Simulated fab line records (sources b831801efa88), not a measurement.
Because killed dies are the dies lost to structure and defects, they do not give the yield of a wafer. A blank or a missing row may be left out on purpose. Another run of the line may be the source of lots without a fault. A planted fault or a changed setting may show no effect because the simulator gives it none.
Matching of chambers || flow sfq line || cmp-02 running SFQ_TRILAYER_I3_CMP_CMP_082: 4 sister chambers
The step polishes SiO2. 8 wafers are shown with their chamber, then 9 later ones without.

## WAFERS, EACH WITH ITS CHAMBER
{"wafer": "L253.4", "chamber": 2, "motor current A (A)": 11.6, "time to endpoint s (s)": 214}
{"wafer": "L254.3", "chamber": 1, "motor current A (A)": 11.7, "time to endpoint s (s)": 225}
{"wafer": "L255.1", "chamber": 3, "motor current A (A)": 10.5, "time to endpoint s (s)": 215}
{"wafer": "L255.4", "chamber": 1, "motor current A (A)": 10.8, "time to endpoint s (s)": 230}
{"wafer": "L255.6", "chamber": 0, "motor current A (A)": 8.6, "time to endpoint s (s)": 223}
{"wafer": "L267.1", "chamber": 0, "motor current A (A)": 9.2, "time to endpoint s (s)": 207}
{"wafer": "L267.4", "chamber": 3, "motor current A (A)": 10.0, "time to endpoint s (s)": 224}
{"wafer": "L267.5", "chamber": 2, "motor current A (A)": 11.2, "time to endpoint s (s)": 214}

## WAFERS WHOSE CHAMBER IS MISSING
{"wafer": "L268.3", "motor current A (A)": 9.1, "time to endpoint s (s)": 224}
{"wafer": "L268.4", "motor current A (A)": 11.7, "time to endpoint s (s)": 215}
{"wafer": "L268.6", "motor current A (A)": 11.3, "time to endpoint s (s)": 220}
{"wafer": "L271.2", "motor current A (A)": 11.2, "time to endpoint s (s)": 204}
{"wafer": "L271.4", "motor current A (A)": 9.0, "time to endpoint s (s)": 214}
{"wafer": "L271.6", "motor current A (A)": 11.0, "time to endpoint s (s)": 203}
{"wafer": "L272.3", "motor current A (A)": 11.2, "time to endpoint s (s)": 208}
{"wafer": "L272.1", "motor current A (A)": 10.9, "time to endpoint s (s)": 206}
{"wafer": "L272.5", "motor current A (A)": 11.2, "time to endpoint s (s)": 214}

## WHICH CHAMBER EACH ONE RAN IN
{"wafer": "L268.3", "from the rows above": "can't be placed: 0 or 3", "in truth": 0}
{"wafer": "L268.4", "from the rows above": "can't be placed: 2 or 1", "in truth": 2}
{"wafer": "L268.6", "from the rows above": "can't be placed: 2 or 1 or 3", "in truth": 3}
{"wafer": "L271.2", "from the rows above": "can't be placed: 2 or 3 or 1", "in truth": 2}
{"wafer": "L271.4", "from the rows above": 0, "in truth": 0}
{"wafer": "L271.6", "from the rows above": "can't be placed: 2 or 3 or 1", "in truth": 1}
{"wafer": "L272.3", "from the rows above": "can't be placed: 2 or 3 or 1", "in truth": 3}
{"wafer": "L272.1", "from the rows above": "can't be placed: 2 or 3 or 1", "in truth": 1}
{"wafer": "L272.5", "from the rows above": "can't be placed: 2 or 1 or 3", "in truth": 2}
Correct placement for 1 of the 9. From these rows, 8 cannot be placed; in 8 the true chamber is one of the candidates. 0 placed wrongly.
How it was worked out, from the rows above alone: a wafer's distance from a chamber is the root of the sum, over the readings, of the square of ((its reading less the chamber's mean) divided by the reading's scatter). If the next closest chamber is less than 2 further off than the closest, the wafer can't be placed; otherwise it belongs to the closest. For every chamber, the mean is computed from those of its wafers that are shown. How the scatter is found: for the shown wafers, subtract from each reading the mean of its chamber, square and add these, divide the total by (wafers less chambers), then take the root.
